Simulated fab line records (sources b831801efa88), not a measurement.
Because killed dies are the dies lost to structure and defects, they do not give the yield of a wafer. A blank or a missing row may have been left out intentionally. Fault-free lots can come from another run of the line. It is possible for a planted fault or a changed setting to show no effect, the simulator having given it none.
Matching of chambers | flow sky130 | rie diel-02 running SKY_POLY_GATE_ETCH_16: 4 sister chambers
The step etches Si3N4 in CH3F/O2, stops on poly-Si, time 147.5 s, target depth 75 nm. 14 wafers are shown with their chamber, then 7 later ones without.

WAFERS, EACH WITH ITS CHAMBER
wafer  | chamber | drypump motor current A (A) | rf fwd power W (W) | oes product au (a.u.)
L968.1 | 0       | 5.9                         | 400.5              | 0.640
L968.3 | 1       | 5.4                         | 398.8              | 0.642
L968.4 | 1       | 5.4                         | 399.9              | 0.642
L971.1 | 2       | 5.2                         | 398.4              | 0.646
L971.5 | 1       | 5.4                         | 399.7              | 0.634
L971.6 | 0       | 6.0                         | 397.2              | 0.641
L972.2 | 1       | 5.4                         | 398.4              | 0.637
L972.3 | 0       | 6.0                         | 398.5              | 0.649
L972.4 | 2       | 5.2                         | 400.1              | 0.644
L973.2 | 3       | 5.6                         | 400.3              | 0.633
L973.3 | 1       | 5.4                         | 398.3              | 0.645
L973.5 | 2       | 5.2                         | 398.9              | 0.632
L976.1 | 3       | 5.6                         | 398.7              | 0.648
L976.4 | 3       | 5.6                         | 399.0              | 0.641

SIGNATURES (averages over the wafers above)
reading                 | chamber 0 | chamber 1 | chamber 2 | chamber 3 | scatter within a chamber
drypump motor current A | 5.967     | 5.400     | 5.200     | 5.600     | 0.0258
rf fwd power W          | 398.733   | 399.020   | 399.133   | 399.333   | 1.03
oes product au          | 0.64333   | 0.64000   | 0.64067   | 0.64067   | 0.00595
Rule: for each reading, subtract the chamber's mean from the wafer's reading, divide by that reading's scatter and square the result; add these up over the readings and take the root, which gives the wafer's distance from the chamber. If the next closest chamber is less than 2 further off than the closest, the wafer can't be placed; otherwise it belongs to the closest. The scatter: the root of (the sum of the squares of (reading less its chamber's mean) over the shown wafers, divided by (wafers less chambers)).

WAFERS WITH NO CHAMBER GIVEN
wafer  | drypump motor current A (A) | rf fwd power W (W) | oes product au (a.u.)
L976.5 | 6.0                         | 397.6              | 0.647
L981.2 | 6.0                         | 397.7              | 0.633
L981.4 | 5.1                         | 399.9              | 0.632
L981.6 | 5.6                         | 399.1              | 0.645
L991.1 | 5.6                         | 396.2              | 0.644
L991.2 | 5.1                         | 397.0              | 0.639
L991.3 | 5.9                         | 398.7              | 0.640

WHICH CHAMBER EACH ONE RAN IN
wafer  | from the rows above | in truth
L976.5 | 0                   | 0
L981.2 | 0                   | 0
L981.4 | 2                   | 2
L981.6 | 3                   | 3
L991.1 | 3                   | 3
L991.2 | 2                   | 2
L991.3 | 0                   | 0
Correct placement for 7 of the 7. Not placeable from these rows: 0. Placed wrongly: 0.
